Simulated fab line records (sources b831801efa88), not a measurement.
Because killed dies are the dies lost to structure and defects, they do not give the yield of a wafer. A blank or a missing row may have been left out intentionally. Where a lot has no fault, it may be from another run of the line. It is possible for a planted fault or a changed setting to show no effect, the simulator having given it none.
What tool caused it? ; flow gf180mcu ; 13 lots with 39 wafers sampled at 6 steps, on a route of 602 steps

WHAT THE GAUGES READ, wafer by wafer
GF_STI_THK_MEAS_22.
lot;measured;on;STI_OXIDATION_01_THK (nm)
L149;day 2 05:34;filmMetro-02;15.14 15.23 15.26
L152;day 2 18:47;filmMetro-03;15.51 15.30 15.19
L153;day 3 00:10;filmMetro-02;14.85 14.97 15.00
L155;day 3 10:53;filmMetro-03;15.01 15.08 15.09
L156;day 3 16:34;filmMetro-01;15.38 15.40 15.25
L159;day 4 07:54;filmMetro-01;15.75 15.42 15.62
L161;day 4 17:05;filmMetro-01;15.26 15.14 15.18
L162;day 4 21:58;filmMetro-02;15.48 15.53 15.71
L163;day 5 04:24;filmMetro-03;15.21 15.36 15.50
L164;day 5 09:11;filmMetro-02;15.06 15.12 15.29
L165;day 5 14:28;filmMetro-03;15.16 15.34 15.23
L166;day 5 17:47;filmMetro-01;15.35 15.44 15.46
L172;day 7 03:39;filmMetro-01;15.33 15.44 15.24

GF_HV_LDD_TW_MEAS_38.
lot;measured;on;HV_LDD_3_TW
L149;day 11 15:49;filmMetro-04;1447 1442 1446
L152;day 12 11:10;filmMetro-04;1456 1437 1454
L153;day 12 20:02;filmMetro-04;1440 1453 1442
L155;day 13 12:19;filmMetro-03;1443 1449 1453
L156;day 13 19:04;filmMetro-04;1452 1451 1462
L159;day 14 21:05;filmMetro-03;1437 1437 1445
L161;day 15 08:34;filmMetro-04;1447 1447 1448
L162;day 15 17:20;filmMetro-01;1440 1455 1444
L163;day 16 04:04;filmMetro-03;1756 1750 1752
L164;day 16 10:07;filmMetro-03;1446 1444 1445
L165;day 16 23:50;filmMetro-03;1440 1438 1449
L166;day 17 00:49;filmMetro-01;1756 1765 1762
L172;day 19 07:28;filmMetro-03;1443 1444 1450

GF_HV_LDD_RS_MEAS_53: uses a four-point probe to measure.
lot;measured;on;HV_LDD_RS (ohm/sq)
L149;day 12 11:47;filmMetro-03;418.9 419.6 419.7
L152;day 13 07:13;filmMetro-01;418.4 417.7 418.0
L153;day 13 15:50;filmMetro-04;420.0 420.4 418.5
L155;day 14 09:34;filmMetro-04;417.5 416.9 417.9
L156;day 14 16:13;filmMetro-01;417.5 418.2 417.0
L159;day 15 19:05;filmMetro-04;419.2 419.1 419.7
L161;day 16 06:28;filmMetro-04;419.0 418.4 420.2
L162;day 16 14:34;filmMetro-01;416.9 416.7 417.4
L163;day 17 02:56;filmMetro-04;363.5 363.6 363.0
L164;day 17 09:39;filmMetro-04;418.0 417.9 418.7
L165;day 17 23:05;filmMetro-03;415.9 416.8 416.5
L166;day 18 01:01;filmMetro-03;362.1 361.7 361.4
L172;day 20 08:27;filmMetro-04;418.2 418.4 417.6

GF_M3_OVL_MEAS_15.
lot;measured;on;M3_OVL (nm)
L149;day 21 09:33;overlay-02;-3 3 -3
L152;day 22 11:57;overlay-01;7 0 7
L153;day 22 20:27;overlay-02;3 -9 4
L155;day 23 18:57;overlay-02;8 3 4
L156;day 23 22:06;overlay-02;0 -4 -2
L159;day 25 01:17;overlay-01;4 3 9
L161;day 25 17:09;overlay-01;5 11 4
L162;day 25 21:47;overlay-02;0 -4 -11
L163;day 26 07:24;overlay-02;2 -3 2
L164;day 26 12:26;overlay-01;4 3 3
L165;day 27 01:35;overlay-01;-7 -3 -10
L166;day 27 03:23;overlay-02;-5 3 -6
L172;day 29 00:38;overlay-01;-3 6 0

TOOL THAT RAN EACH LOT (tool first, then ch and the chambers of the sampled wafers, then the start)
lot;GF_HV_LDD_IMPLANT_36;GF_V2_ETCH_17
L149;implanter-02 ch 0, day 11 15:34;rieDiel-01 ch 1,2, day 21 09:33 or earlier
L152;implanter-01 ch 0, day 12 10:55;rieDiel-01 ch 0,1,3, day 22 11:57 or earlier
L153;implanter-03 ch 0, day 12 19:48;rieDiel-04 ch 1,2, day 22 20:27 or earlier
L155;implanter-03 ch 0, day 13 12:04;rieDiel-03 ch 0,1,3, day 23 18:57 or earlier
L156;implanter-02 ch 0, day 13 18:49;rieDiel-01 ch 1,2, day 23 22:06 or earlier
L159;implanter-01 ch 0, day 14 20:51;rieDiel-04 ch 0,1, day 25 01:17 or earlier
L161;implanter-03 ch 0, day 15 08:20;rieDiel-03 ch 0,1,2, day 25 17:09 or earlier
L162;implanter-01 ch 0, day 15 17:05;rieDiel-03 ch 2,3, day 25 21:47 or earlier
L163;implanter-03 ch 0, day 16 03:50;rieDiel-04 ch 0,2,3, day 26 07:24 or earlier
L164;implanter-01 ch 0, day 16 09:52;rieDiel-01 ch 0,2, day 26 12:26 or earlier
L165;implanter-02 ch 0, day 16 23:35;rieDiel-01 ch 0,2, day 27 01:35 or earlier
L166;implanter-03 ch 0, day 17 00:34;rieDiel-04 ch 1,2,3, day 27 03:23 or earlier
L172;implanter-02 ch 0, day 19 07:14;rieDiel-04 ch 0,3, day 29 00:38 or earlier
- GF_HV_LDD_IMPLANT_36
- GF_V2_ETCH_17: etches SiO2 in C4F8/O2/Ar, stops on TiN, target depth 630 nm.

WHAT THE TOOLS THEMSELVES READ (means of the sampled wafers that have a number; where no wafer has one, the mark that the record gives instead)
GF_HV_LDD_IMPLANT_36.
lot;tool;doseIonsCm2;faradayCurrentUA
L149;implanter-02;7.504e+12;41.6
L152;implanter-01;7.514e+12;42.3
L153;implanter-03;7.504e+12;43.2
L155;implanter-03;7.497e+12;41.8
L156;implanter-02;7.505e+12;43.0
L159;implanter-01;7.510e+12;42.2
L161;implanter-03;7.505e+12;41.8
L162;implanter-01;7.510e+12;42.2
L163;implanter-03;3.284e+13;182.0
L164;implanter-01;7.497e+12;42.4
L165;implanter-02;7.498e+12;42.5
L166;implanter-03;3.285e+13;185.4
L172;implanter-02;7.503e+12;41.1

GF_V2_ETCH_17.
lot;tool;oesProductAu (a.u.)
L149;rieDiel-01;0.856
L152;rieDiel-01;0.859
L153;rieDiel-04;0.852
L155;rieDiel-03;0.852
L156;rieDiel-01;0.857
L159;rieDiel-04;0.851
L161;rieDiel-03;0.855
L162;rieDiel-03;0.862
L163;rieDiel-04;0.851
L164;rieDiel-01;0.858
L165;rieDiel-01;0.856
L166;rieDiel-04;0.855
L172;rieDiel-04;0.853

THE ANSWER, worked out from the rows above alone
Rule: usual is defined by the lots themselves. Put in order of their means at a reading, lots are off if they are a third of the lots or fewer, leave a main group of 4 or more, and stand apart from it by a gap of 3 or more times the standard deviation of the main group's means; of several such gaps the widest counts. A main group whose means are all the same, to the digits that the tables above print for the reading, isn't used. A lot without any number at a reading at which 4 lots or more have one is off too. All remaining lots with rows at the step are treated as sound. First the gauges in route order, then the tools' own readings, where a lot's mean is used as printed above. The first step at which some lot is off is used, and at that step the reading that is off furthest; a lot without a number counts as furthest.
Off: L163, L166, seen at GF_HV_LDD_TW_MEAS_38 (HV_LDD_3_TW). For the main group the mean is 1446 and the standard deviation 3.7.
If a tool, at a process step before that reading, ran all the lots that are off and no sound lot after the first of them, it fits. The gauges at GF_HV_LDD_TW_MEAS_38 aren't tried: what is off there is off at GF_HV_LDD_IMPLANT_36 too, on other tools, and a gauge's error can't cause that. One candidate fits, namely implanter-03 at GF_HV_LDD_IMPLANT_36. Its last sound lot is L161 (day 15 08:20), its first lot that is off L163 (day 16 03:50): a fault that began between those two fits.
The tool's own readings at GF_HV_LDD_IMPLANT_36 bear it out: on the lots that are off they differ by more than 5 times the standard deviation of the sound lots' means. doseIonsCm2 reads 3.284e+13 there against 7.504e+12 on the sound lots; faradayCurrentUA reads 183.7 there against 42.2 on the sound lots.

WHAT HAD BEEN PUT IN BY THE SIMULATOR
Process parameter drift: implanter-03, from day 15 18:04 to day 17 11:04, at GF_HV_LDD_IMPLANT_36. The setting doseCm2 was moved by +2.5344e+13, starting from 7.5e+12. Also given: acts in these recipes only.
Struck lots among those shown: L163, L166. The rule above reached the same finding.
